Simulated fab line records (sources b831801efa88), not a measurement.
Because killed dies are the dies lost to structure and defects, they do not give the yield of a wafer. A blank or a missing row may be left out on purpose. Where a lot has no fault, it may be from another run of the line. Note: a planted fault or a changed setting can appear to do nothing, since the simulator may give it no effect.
A lot that was struck, set against a sound lot || flow sky130 || 17 steps out of a route of 708
Sound: wafers L525.1, L525.2, L525.6. Struck: wafers L530.1, L530.6 (left out: L530.5, a lot-mate that was not struck); the cause follows at the end.
Each step with rows lists, per side, the tool, then ch with its chambers, then its first start. Under that, the readings that differ: sound wafers || struck wafers || difference of the means || sigmas: that difference in standard deviations of wafers without a fault.
alike: readings whose means differ by less than 2 such deviations, and words and numbers that are the same on both sides. not compared: withheld readings, readings that some wafer has no value for, bounds like >300 that may hide the same value, and numbers for which the record gives no deviation and whose values overlap.
A row with sigmas, a row that says differs or no value, or rows on one side alone: a step with any of these is where the two part. Non-overlapping numbers with no deviation appear without sigmas and do not part them. Lack of a reading on every wafer of one side parts them only where that side has two or more wafers.

first, 2 steps without rows for these wafers: SKY_CONTACT_PEB_12; SKY_CONTACT_DEVELOP_13 (develop time 60 s).
SKY_CONTACT_CD_MEAS_14: the cd target is 170 nm.
  struck on cd-sem-01, day 36 16:56; sound on cd-sem-02, day 35 03:44
  alike: cd-nm
SKY_CONTACT_OVL_MEAS_15:
  struck on overlay-02, day 36 17:03; sound on overlay-02, day 35 03:51
  alike: CONTACT_OVL
SKY_CONTACT_ETCH_16: etches BARC in N2/H2, stops on SiO2, time 45.9 s, target depth 60 nm.
  sound on rie-diel-02 ch 1,2, day 35 03:53; struck on rie-diel-02 ch 2, day 36 17:05
{"reading": "throttle-valve-pct (%)", "sound": "13.224 13.229 13.235", "struck": "13.213 13.205", "difference": -0.020, "sigmas": -2}
  alike: drypump-motor-current-A, oes-product-au
  not compared: rf-hours-counter-h
SKY_CONTACT_ETCH_17: etches SiO2 in C4F8/O2/Ar, stops on Si3N4, target depth 340 nm.
  sound on rie-diel-02 ch 1,2, day 35 03:56; struck on rie-diel-02 ch 2, day 36 17:08
  alike: oes-product-au
then, 1 step without rows for these wafers: SKY_CONTACT_ETCH_18 (etches Si3N4 in CHF3/O2, stops on TiN, time 39 s, target depth 75 nm).
SKY_CONTACT_STRIP_19: strips in O2/N2.
  sound on plasma-asher-02 ch 0,1, day 35 04:01; struck on plasma-asher-02 ch 1, day 36 17:13
  alike: drypump-motor-current-A, oes-product-au, strip-time-to-endpoint-s
  not compared: rf-hours-counter-h
then, 3 steps without rows for these wafers: SKY_CONTACT_STRIP_20 (strips in post etch residue remover, time 1200 s); SKY_CONTACT_CLEAN_21 (cleans in IPA, time 180 s); SKY_CONTACT_CLEAN_22 (cleans in O3/DIW).
SKY_CONTACT_SPUTTER_23: material TiN, target thk 20 nm, time 80 s.
  struck on pvd-sputter-02, day 36 17:50; sound on pvd-sputter-02, day 35 04:40
  alike: throttle-valve-pct
SKY_CONTACT_CVD_24: deposits W, target thk 340 nm, time 102.12 s.
  sound on cvd-w-01 ch 0,1, day 35 04:43; struck on cvd-w-01 ch 0, day 36 17:55
{"reading": "model.W_of_CONTACT_CVD_24.thk-nm (nm)", "sound": "337.3 351.6 337", "struck": "572.7 571", "difference": "+229.9", "sigmas": ""}
  alike: heater-power-outer-w, heater-power-w, susceptor-temp-C
SKY_CONTACT_RS_MEAS_25: measurement is done with a four-point probe.
  struck on film-metro-03, day 36 18:25; sound on film-metro-04, day 35 04:50
{"reading": "CONTACT_W_RS (ohm/sq)", "sound": "0.341 0.326 0.341", "struck": "0.200 0.200", "difference": -0.136, "sigmas": -19}
  not compared: hold
SKY_CONTACT_THK_MEAS_26: measures by xrf.
  struck on film-metro-03, day 36 21:37; sound on film-metro-04, day 35 04:57
{"reading": "CONTACT_W_THK (nm)", "sound": "346 360 344", "struck": "- -", "difference": "no value on the struck wafers", "sigmas": ""}
  not compared: hold
SKY_CONTACT_CMP_27: polishes, stops on SiO2, t overpolish 15 s, target thk 0 nm.
  sound on cmp-02 ch 2,3, day 35 05:04; struck on cmp-02 ch 2,3, day 37 02:21
{"reading": "hold", "sound": "- - -", "struck": "await-dispo/4.3h/release await-dispo/4.3h/release", "difference": "no value on the sound wafers", "sigmas": ""}
{"reading": "time-to-endpoint-s (s)", "sound": "78 84 76", "struck": "138 133", "difference": "+56", "sigmas": "+17"}
  alike: motor-current-A, slurry-flow-ml-min
SKY_METAL1_SPUTTER_00: material Ti, target thk 15 nm, time 10 s.
  struck on pvd-sputter-01, day 37 02:36; sound on pvd-sputter-04, day 35 05:19
{"reading": "throttle-valve-pct (%)", "sound": "28.1 29.7 30.0", "struck": "31.0 30.8", "difference": "+1.6", "sigmas": "+2"}

WHERE THEY PART
Last at SKY_METAL1_SPUTTER_00 as far as this record goes, first at SKY_CONTACT_ETCH_16.

WHY: whatever the simulator had introduced
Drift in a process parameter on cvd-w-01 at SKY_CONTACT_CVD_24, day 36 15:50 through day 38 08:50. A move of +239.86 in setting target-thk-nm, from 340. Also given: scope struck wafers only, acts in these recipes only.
